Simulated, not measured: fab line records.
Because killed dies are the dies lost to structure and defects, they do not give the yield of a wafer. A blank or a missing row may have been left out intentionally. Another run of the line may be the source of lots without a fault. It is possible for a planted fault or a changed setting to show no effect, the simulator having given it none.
fab line records	flow sky130
record lots=12	wafers=36	last_day=50
route steps=708 shown PWDE@52 VT_ADJUST_HVTP@92 VT_ADJUST_NCORE@121 PAD_OPEN@708
lots that met no fault: taken from a fault-free run of the same line
start_h: hours from the record's opening day to when the first of the lot's shown wafers began	wait_h: hours from the lot's prior step to this one	" unchanged from the row above	L1.1+2: several wafers, shown together as one row	- either no value or no given start	* or withheld: withheld	< > ~ a bound
route shown NAME@n: names a module that has steps shown in the file, with the first one's number in the route	usual: the fault-free wafers' mean and standard deviation	same: alike in all rows	chamber/n: place in a boat	sites: each site's reading	_std_site: how widely they spread, as a standard deviation	_edge_site: the outer-site mean with the inner-site mean subtracted	radius_mm: for every site, how far away it sits from the centre of the wafer	mask NAME#n: copy n	behind: the tool/chamber that last shaped the wafer	hold: reason for holding the lot/hours on hold/outcome of the hold	device: which transistor (n, p or np) failed to switch	end of line: the tests these same wafers got at the end of their route	for a step that has no rows: nothing shown but its recipe	killed: count of dies lost to structure and defects at first sort (not the wafer's yield)	map: a wafer's dies, marking killed ones x, the rest . and places with no die _
set.NAME: the setting as run; set.NAME@STEP: as run at that earlier step	model.NAME: the simulator's own value behind a step, which no gauge read
route steps across a sampled set of lots; one table per step, one row per wafer
services: when a tool's chamber went out of use (start_h, in hours from the record's first day, below 0 if earlier), for how many hours, and the reason
## steps
# step SKY_PWDE_OVL_MEAS_07
# usual PWDE_OVL=1.3/1
lot.wafer	tool	chamber	start_h	wait_h	PWDE_OVL[nm]
L864.2	overlay-01	-	64.23	-	1.7
L864.4	"	-	"	"	1.2
L864.5	"	-	"	"	0.8
L867.1	overlay-02	-	82.62	-	0.7
L867.2	"	-	"	"	1.0
L867.6	"	-	"	"	-0.2
L870.2	overlay-01	-	99.48	-	3.1
L870.4	"	-	"	"	2.5
L870.6	"	-	"	"	2.8
L871.2	overlay-02	-	107.81	-	-0.7
L871.3	"	-	"	"	0.3
L871.4	"	-	"	"	0.7
L872.2	overlay-01	-	112.93	-	1.1
L872.3	"	-	"	"	0.6
L872.4	"	-	"	"	1.2
L873.1	overlay-02	-	120.89	-	-0.1
L873.4	"	-	"	"	1.0
L873.5	"	-	"	"	-0.8
L874.1	overlay-01	-	123.67	-	1.4
L874.3	"	-	"	"	2.5
L874.4	"	-	"	"	2.7
L878.3	overlay-02	-	146.27	-	-0.7
L878.5	"	-	"	"	0.5
L878.6	"	-	"	"	0.7
L883.1	overlay-02	-	174.60	-	0.8
L883.2	"	-	"	"	1.7
L883.3	"	-	"	"	0.8
L884.1	overlay-02	-	178.55	-	3.5
L884.2	"	-	"	"	0.4
L884.4	"	-	"	"	1.5
L886.1	overlay-01	-	190.57	-	1.0
L886.4	"	-	"	"	1.5
L886.6	"	-	"	"	1.3
L887.2	overlay-02	-	194.25	-	2.7
L887.5	"	-	"	"	1.2
L887.6	"	-	"	"	2.3
# step SKY_PWDE_STRIP_09
# recipe chemistry=O2/N2	power_w=1400	pressure_mtorr=1500	platen_temp_c=withheld	o2_flow_sccm=3000	n2_flow_sccm=300	overash_fraction=0.5
# usual drypump_motor_current_A=5.8/0.45	oes_product_au=0.723/0.0046	strip_time_to_endpoint_s=36.58/0.098
lot.wafer	tool	chamber	start_h	wait_h	drypump_motor_current_A	oes_product_au	rf_hours_counter_h	strip_time_to_endpoint_s
L864.2	plasma_asher-03	0	64.41	0.1	6.4	0.720	26	36.51
L864.4	"	0	"	"	6.4	0.724	-	36.79
L864.5	"	0	"	"	6.4	0.726	-	36.68
L867.1	plasma_asher-03	1	82.81	0.1	5.3	0.717	28	36.58
L867.2	"	0	"	"	6.4	0.718	28	36.62
L867.6	"	0	"	"	6.4	0.728	-	36.50
L870.2	plasma_asher-02	1	99.66	0.1	5.6	0.728	37	36.56
L870.4	"	1	"	"	5.7	0.723	-	36.63
L870.6	"	0	"	"	5.4	0.717	-	36.58
L871.2	plasma_asher-02	1	107.99	0.1	5.7	0.725	38	36.58
L871.3	"	1	"	"	5.7	0.721	-	36.51
L871.4	"	0	"	"	5.4	0.722	-	36.59
L872.2	plasma_asher-03	1	113.11	0.1	5.3	0.721	31	36.55
L872.3	"	0	"	"	6.4	0.722	-	36.55
L872.4	"	1	"	"	5.3	0.722	-	36.68
L873.1	plasma_asher-03	0	121.08	0.1	6.4	0.724	32	36.44
L873.4	"	0	"	"	6.4	0.725	-	36.42
L873.5	"	0	"	"	6.4	0.724	-	36.52
L874.1	plasma_asher-04	1	123.86	0.1	6.5	0.730	45	36.87
L874.3	"	0	"	"	6.4	0.726	-	36.61
L874.4	"	1	"	"	6.5	0.724	-	36.63
L878.3	plasma_asher-02	1	146.47	0.1	5.6	0.723	-	36.53
L878.5	"	0	"	"	5.4	0.717	-	36.55
L878.6	"	1	"	"	5.6	0.724	-	36.54
L883.1	plasma_asher-02	1	174.79	0.1	5.7	0.720	5	36.62
L883.2	"	0	"	"	5.4	0.713	5	36.58
L883.3	"	1	"	"	5.7	0.729	-	36.48
L884.1	plasma_asher-02	1	178.74	0.1	5.6	0.718	6	36.69
L884.2	"	0	"	"	5.4	0.720	6	36.69
L884.4	"	0	"	"	5.4	0.729	-	36.69
L886.1	plasma_asher-02	0	190.76	0.1	5.4	0.720	7	36.64
L886.4	"	1	"	"	5.7	0.723	-	36.65
L886.6	"	0	"	"	5.4	0.722	-	36.67
L887.2	plasma_asher-02	1	194.43	0.1	5.7	0.720	8	36.73
L887.5	"	0	"	"	5.4	0.733	-	36.71
L887.6	"	1	"	"	5.6	0.728	-	36.71
# step SKY_VT_ADJUST_HVTP_CD_MEAS_07
# recipe target_cd_nm=380
# usual cd_nm=379/3.1
lot.wafer	tool	chamber	start_h	wait_h	cd_nm
L864.2	cd_sem-01	-	116.89	0.1	380
L864.4	"	-	"	"	378
L864.5	"	-	"	"	379
L867.1	cd_sem-01	-	138.36	0.1	378
L867.2	"	-	"	"	380
L867.6	"	-	"	"	377
L870.2	cd_sem-02	-	157.61	0.1	378
L870.4	"	-	"	"	380
L870.6	"	-	"	"	379
L871.2	cd_sem-01	-	166.74	0.1	379
L871.3	"	-	"	"	377
L871.4	"	-	"	"	379
L872.2	cd_sem-01	-	173.18	0.1	379
L872.3	"	-	"	"	379
L872.4	"	-	"	"	376
L873.1	cd_sem-02	-	182.49	0.1	378
L873.4	"	-	"	"	378
L873.5	"	-	"	"	377
L874.1	cd_sem-02	-	183.61	0.1	380
L874.3	"	-	"	"	380
L874.4	"	-	"	"	382
L878.3	cd_sem-01	-	208.48	0.1	377
L878.5	"	-	"	"	376
L878.6	"	-	"	"	379
L883.1	cd_sem-02	-	239.91	0.1	383
L883.2	"	-	"	"	385
L883.3	"	-	"	"	385
L884.1	cd_sem-01	-	245.82	0.1	378
L884.2	"	-	"	"	376
L884.4	"	-	"	"	377
L886.1	cd_sem-01	-	258.29	0.1	380
L886.4	"	-	"	"	379
L886.6	"	-	"	"	380
L887.2	cd_sem-02	-	262.36	0.1	374
L887.5	"	-	"	"	375
L887.6	"	-	"	"	374
# step SKY_VT_ADJUST_NCORE_COAT_02
# recipe resist=NOVOLAK	spin_rpm=3000	resist_thk_nm=1140
# usual spin_speed_rpm=3000.0/2.2
lot.wafer	tool	chamber	start_h	wait_h	spin_speed_rpm
L864.2	litho_track-03	0	165.85	0.1	2999.9
L864.4	"	0	"	"	3003.0
L864.5	"	0	"	"	2999.7
L867.1	litho_track-01	0	187.89	0.1	2996.9
L867.2	"	0	"	"	3001.5
L867.6	"	0	"	"	3004.5
L870.2	litho_track-04	0	213.28	0.1	3003.0
L870.4	"	0	"	"	2999.7
L870.6	"	0	"	"	3002.0
L871.2	litho_track-03	0	219.80	0.1	3000.0
L871.3	"	0	"	"	2996.1
L871.4	"	0	"	"	2997.3
L872.2	litho_track-03	0	226.80	0.1	3002.2
L872.3	"	0	"	"	3001.5
L872.4	"	0	"	"	3000.0
L873.1	litho_track-04	0	236.85	0.1	2999.6
L873.4	"	0	"	"	3001.3
L873.5	"	0	"	"	3000.7
L874.1	litho_track-01	0	238.39	0.1	2998.4
L874.3	"	0	"	"	2999.4
L874.4	"	0	"	"	3002.4
L878.3	litho_track-01	0	265.74	0.1	3000.0
L878.5	"	0	"	"	3002.7
L878.6	"	0	"	"	2999.8
L883.1	litho_track-01	0	301.49	0.1	3000.6
L883.2	"	0	"	"	3000.9
L883.3	"	0	"	"	3002.1
L884.1	litho_track-03	0	305.87	0.1	3003.2
L884.2	"	0	"	"	3004.6
L884.4	"	0	"	"	3005.1
L886.1	litho_track-04	0	319.45	0.1	2999.8
L886.4	"	0	"	"	3000.1
L886.6	"	0	"	"	2996.5
L887.2	litho_track-04	0	324.53	0.1	2996.1
L887.5	"	0	"	"	2998.4
L887.6	"	0	"	"	3002.4
# step SKY_VT_ADJUST_NCORE_STRIP_10
# recipe chemistry=O2/N2	power_w=1400	pressure_mtorr=1500	platen_temp_c=withheld	o2_flow_sccm=3000	n2_flow_sccm=300	overash_fraction=0.5
# usual drypump_motor_current_A=6.1/0.48	oes_product_au=0.715/0.0045	strip_time_to_endpoint_s=14.18/0.032
lot.wafer	tool	chamber	start_h	wait_h	drypump_motor_current_A	oes_product_au	rf_hours_counter_h	strip_time_to_endpoint_s
L864.2	plasma_asher-02	0	176.41	0.1	5.4	0.715	6	14.18
L864.4	"	0	"	"	5.4	0.714	-	14.20
L864.5	"	1	"	"	5.7	0.720	-	14.23
L867.1	plasma_asher-03	1	199.05	0.1	5.3	0.712	38	14.15
L867.2	"	0	"	"	6.4	0.722	38	14.17
L867.6	"	0	"	"	6.4	0.712	-	14.18
L870.2	plasma_asher-04	0	224.96	0.1	6.4	0.713	55	14.13
L870.4	"	1	"	"	6.5	0.721	-	14.17
L870.6	"	0	"	"	6.4	0.716	-	14.12
L871.2	plasma_asher-04	0	230.85	0.1	6.4	0.711	55	14.19
L871.3	"	1	"	"	6.5	0.714	-	14.16
L871.4	"	0	"	"	6.4	0.713	-	14.22
L872.2	plasma_asher-03	1	238.05	0.1	5.3	0.714	42	14.16
L872.3	"	0	"	"	6.4	0.711	-	14.15
L872.4	"	1	"	"	5.3	0.712	-	14.19
L873.1	plasma_asher-02	1	248.58	0.1	5.7	0.709	13	14.18
L873.4	"	1	"	"	5.6	0.712	-	14.16
L873.5	"	0	"	"	5.4	0.713	-	14.14
L874.1	plasma_asher-03	1	250.21	0.1	5.3	0.709	43	14.17
L874.3	"	0	"	"	6.4	0.717	-	14.18
L874.4	"	1	"	"	5.3	0.713	-	14.16
L878.3	plasma_asher-04	0	278.04	0.1	6.4	0.719	-	14.58
L878.5	"	0	"	"	6.4	0.717	-	14.56
L878.6	"	1	"	"	6.5	0.711	-	14.55
L883.1	plasma_asher-04	1	314.50	0.1	6.5	0.711	64	14.54
L883.2	"	0	"	"	6.4	0.718	64	14.58
L883.3	"	0	"	"	6.4	0.715	-	14.57
L884.1	plasma_asher-04	1	319.28	0.1	6.5	0.722	65	14.21
L884.2	"	0	"	"	6.4	0.717	65	14.21
L884.4	"	1	"	"	6.5	0.719	-	14.20
L886.1	plasma_asher-02	1	333.01	0.1	5.7	0.709	21	14.15
L886.4	"	1	"	"	5.7	0.716	-	14.19
L886.6	"	1	"	"	5.7	0.713	-	14.14
L887.2	plasma_asher-02	1	338.90	0.1	5.7	0.717	21	14.18
L887.5	"	1	"	"	5.7	0.717	-	14.10
L887.6	"	0	"	"	5.4	0.715	-	14.13
# step SKY_PAD_OPEN_PROBE_99
# usual killed_at_M0_to_M3=43/6.5	killed_at_M4_up=3.2/1.8	killed_at_contacts=24/5	killed_at_front_end=15/4.1	killed_at_other=0.3/0.54	killed_dies=85/9.3	killed_on_rim=16/4.1	killed_open=47/7.2	killed_short=39/5.9
# same gross_dies=492	killed_at_back_side=0
lot.wafer	tool	chamber	start_h	wait_h	killed_at_M0_to_M3	killed_at_M4_up	killed_at_contacts	killed_at_front_end	killed_at_other	killed_dies	killed_on_rim	killed_open	killed_short
L864.2	prober-02	-	1065.43	0.1	42	3	17	14	0	76	19	37	39
L864.4	prober-02	-	1065.53	0.2	35	1	17	11	2	66	12	32	33
L864.5	prober-02	-	1065.58	0.2	43	10	15	15	1	84	9	50	32
L867.1	prober-01	-	1086.69	0.1	33	2	21	14	0	70	13	37	32
L867.2	prober-01	-	1086.74	0.1	27	2	18	8	0	55	11	28	27
L867.6	prober-01	-	1086.94	0.2	35	2	16	20	1	74	10	35	39
L870.2	prober-02	-	1114.49	0.1	46	3	25	10	0	84	14	40	44
L870.4	prober-02	-	1114.59	0.2	39	1	22	16	0	78	14	35	43
L870.6	prober-02	-	1114.69	0.2	45	3	38	18	0	104	26	63	40
L871.2	prober-01	-	1119.97	0.1	44	3	19	11	1	78	21	41	36
L871.3	prober-01	-	1120.02	0.2	41	2	21	17	1	82	15	46	35
L871.4	prober-01	-	1120.07	0.2	40	4	17	23	0	84	21	49	35
L872.2	prober-02	-	1126.20	0.1	34	7	32	19	2	94	14	45	47
L872.3	prober-02	-	1126.25	0.2	44	6	25	15	0	90	15	50	39
L872.4	prober-02	-	1126.30	0.2	35	6	31	12	2	86	18	47	37
L874.1	prober-02	-	1132.26	0.1	45	2	27	14	0	88	14	46	42
L874.3	prober-02	-	1132.36	0.2	58	4	16	23	0	101	27	54	47
L874.4	prober-02	-	1132.41	0.2	51	1	14	9	0	75	15	44	31
L873.1	prober-01	-	1134.20	0.1	43	2	23	13	0	81	16	53	28
L873.4	prober-01	-	1134.35	0.2	41	4	25	21	0	91	18	48	42
L873.5	prober-01	-	1134.40	0.2	54	5	26	15	0	100	19	52	47
# killed by level:class
L864.2 VIA1:geometric_particle:open=9 CONTACT:geometric_particle:open=9 METAL1:geometric_particle:short=8 VIA1:geometric_particle:short=6 METAL2:geometric_particle:short=5 VIA2:geometric_particle:open=5 FIELD_ISO:geometric_particle:short=3 FIELD_ISO:geometric_particle:open=3
L864.4 METAL2:geometric_particle:short=6 POLY_GATE:geometric_particle:open=5 LI_CONTACT:geometric_particle:open=5 CONTACT:geometric_particle:open=5 METAL1:geometric_particle:short=5 VIA1:geometric_particle:open=5 VIA2:geometric_particle:open=5 VIA3:geometric_particle:open=4
L864.5 VIA1:geometric_particle:open=8 VIA3:geometric_particle:open=8 VIA2:geometric_particle:open=7 LI_CONTACT:geometric_particle:open=6 METAL4:geometric_particle:short=6 POLY_GATE:geometric_particle:open=5 CONTACT:geometric_particle:open=4 METAL2:geometric_particle:short=4
L867.1 VIA1:geometric_particle:open=13 LI_CONTACT:geometric_particle:open=9 METAL2:geometric_particle:short=7 CONTACT:geometric_particle:open=5 FIELD_ISO:geometric_particle:short=4 FIELD_ISO:geometric_particle:open=4 VIA1:geometric_particle:short=3 LI_CONTACT:geometric_particle:short=3
L867.2 CONTACT:geometric_particle:open=8 VIA1:geometric_particle:open=7 VIA3:geometric_particle:open=6 CONTACT:geometric_particle:short=4 METAL1:geometric_particle:short=3 LOCAL_INTERCONNECT:geometric_particle:short=3 VIA1:geometric_particle:short=3 FIELD_ISO:geometric_particle:short=2
L867.6 VIA1:geometric_particle:open=7 FIELD_ISO:geometric_particle:short=5 POLY_GATE:geometric_particle:short=5 LI_CONTACT:geometric_particle:open=5 VIA2:geometric_particle:open=5 VIA3:geometric_particle:short=5 FIELD_ISO:geometric_particle:open=4 VIA2:geometric_particle:short=4
L870.2 VIA1:geometric_particle:open=7 VIA2:geometric_particle:open=6 CONTACT:geometric_particle:open=6 VIA3:geometric_particle:open=6 VIA1:geometric_particle:short=6 VIA2:geometric_particle:short=6 LI_CONTACT:geometric_particle:open=5 CONTACT:geometric_particle:short=5
L870.4 LI_CONTACT:geometric_particle:open=8 FIELD_ISO:geometric_particle:short=7 VIA3:geometric_particle:open=7 METAL2:geometric_particle:short=7 METAL1:geometric_particle:short=6 LI_CONTACT:geometric_particle:short=4 CONTACT:geometric_particle:short=4 VIA1:geometric_particle:open=4
L870.6 CONTACT:geometric_particle:open=13 VIA1:geometric_particle:open=10 CONTACT:geometric_particle:short=9 LI_CONTACT:geometric_particle:open=8 LOCAL_INTERCONNECT:geometric_particle:short=7 VIA3:geometric_particle:open=7 METAL2:geometric_particle:short=7 FIELD_ISO:geometric_particle:open=6
L871.2 VIA1:geometric_particle:open=13 CONTACT:geometric_particle:open=8 METAL2:geometric_particle:short=7 VIA2:geometric_particle:open=6 VIA1:geometric_particle:short=6 FIELD_ISO:geometric_particle:open=4 LI_CONTACT:geometric_particle:short=4 FIELD_ISO:geometric_particle:short=3
L871.3 VIA3:geometric_particle:open=9 CONTACT:geometric_particle:open=7 VIA1:geometric_particle:open=6 LI_CONTACT:geometric_particle:open=6 VIA2:geometric_particle:open=6 METAL1:geometric_particle:short=5 METAL3:geometric_particle:short=5 POLY_GATE:geometric_particle:open=4
L871.4 VIA3:geometric_particle:open=8 VIA1:geometric_particle:open=8 FIELD_ISO:geometric_particle:open=7 METAL1:geometric_particle:short=7 CONTACT:geometric_particle:open=7 POLY_GATE:geometric_particle:short=6 VIA2:geometric_particle:open=6 POLY_GATE:geometric_particle:open=5
L872.2 CONTACT:geometric_particle:open=12 LI_CONTACT:geometric_particle:open=7 METAL4:geometric_particle:short=6 METAL2:geometric_particle:short=6 POLY_GATE:geometric_particle:open=5 CONTACT:geometric_particle:short=5 VIA3:geometric_particle:open=5 FIELD_ISO:geometric_particle:short=4
L872.3 VIA1:geometric_particle:open=13 CONTACT:geometric_particle:open=9 VIA1:geometric_particle:short=9 LI_CONTACT:geometric_particle:open=8 VIA3:geometric_particle:open=6 FIELD_ISO:geometric_particle:open=5 FIELD_ISO:geometric_particle:short=5 POLY_GATE:geometric_particle:open=4
L872.4 VIA1:geometric_particle:open=12 CONTACT:geometric_particle:open=10 LI_CONTACT:geometric_particle:open=7 CONTACT:geometric_particle:short=7 VIA2:geometric_particle:short=5 FIELD_ISO:geometric_particle:open=3 LI_CONTACT:geometric_particle:short=3 METAL2:geometric_particle:short=3
L874.1 VIA1:geometric_particle:open=12 CONTACT:geometric_particle:open=10 VIA3:geometric_particle:open=9 CONTACT:geometric_particle:short=7 METAL1:geometric_particle:short=5 VIA1:geometric_particle:short=5 POLY_GATE:geometric_particle:short=4 LI_CONTACT:geometric_particle:open=4
L874.3 VIA1:geometric_particle:open=18 METAL1:geometric_particle:short=9 FIELD_ISO:geometric_particle:open=8 METAL2:geometric_particle:short=7 FIELD_ISO:geometric_particle:short=6 CONTACT:geometric_particle:open=6 VIA1:geometric_particle:short=5 VIA3:geometric_particle:open=5
L874.4 VIA1:geometric_particle:open=12 VIA2:geometric_particle:open=8 CONTACT:geometric_particle:open=6 METAL1:geometric_particle:short=6 VIA3:geometric_particle:open=5 FIELD_ISO:geometric_particle:short=4 VIA1:geometric_particle:short=4 METAL2:geometric_particle:open=4
L873.1 CONTACT:geometric_particle:open=11 VIA1:geometric_particle:open=10 VIA2:geometric_particle:open=7 VIA3:geometric_particle:open=7 FIELD_ISO:geometric_particle:open=6 LI_CONTACT:geometric_particle:open=5 METAL1:geometric_particle:short=5 FIELD_ISO:geometric_particle:short=3
L873.4 VIA1:geometric_particle:open=8 CONTACT:geometric_particle:short=7 CONTACT:geometric_particle:open=6 VIA2:geometric_particle:open=6 FIELD_ISO:geometric_particle:open=5 METAL1:geometric_particle:short=5 VIA1:geometric_particle:short=5 METAL2:geometric_particle:short=5
L873.5 VIA1:geometric_particle:open=16 VIA3:geometric_particle:open=12 CONTACT:geometric_particle:open=9 CONTACT:geometric_particle:short=7 SPACER:geometric_particle:short=6 METAL2:geometric_particle:short=6 VIA1:geometric_particle:short=5 VIA2:geometric_particle:open=5
## services
tool	chamber	start_h	hours	kind
plasma_asher-02	-	108.75	9.0	pm
plasma_asher-02	0	108.75	9.0	vent_cycle
plasma_asher-02	1	108.75	9.0	vent_cycle
plasma_asher-02	0	117.75	-	clean
plasma_asher-02	1	117.75	-	clean
plasma_asher-03	-	183.05	13.6	repair
litho_track-04	-	208.37	-	consumable_replace:filter
plasma_asher-04	-	217.80	2.8	pm
plasma_asher-02	-	239.26	2.6	repair
plasma_asher-03	-	272.28	7.9	repair
plasma_asher-03	-	317.45	8.4	repair
plasma_asher-02	-	328.44	4.4	repair
## key
first_sign step=SKY_VT_ADJUST_NCORE_STRIP_10	reading=strip_time_to_endpoint_s	direction=up	sigmas=12	usual=*	struck=*	through=*
effect none on later readings
met_at SKY_VT_ADJUST_NCORE_COAT_02
struck_lots L878,L883
tester_left_out L878,L883
loop_trim step=SKY_VT_ADJUST_NCORE_EXPOSE_04	setting=dose	lots=L883
not_acting_at SKY_PWDE_OVL_MEAS_07,SKY_PWDE_STRIP_09,SKY_VT_ADJUST_HVTP_CD_MEAS_07
onset_between 238.39 265.74
fault kind=process_parameter_drift	tool=litho_track-01	chamber=-	onset_h=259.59	steps=SKY_VT_ADJUST_NCORE_COAT_02	channel=resist_thk_nm	offset=34.34	shape=step	end_h=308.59	acts_in=these_recipes_only	stated=1140
# tester_left_out: of these lots the tester's yield and bins aren't shown, on N5 and GAA mostly nor the transistor test; their killed dies are dies lost to structure and defects alone, not to doping, threshold or leakage, so they don't give the yield
# loop_trim: a control loop set the setting to another value than it would have without faults
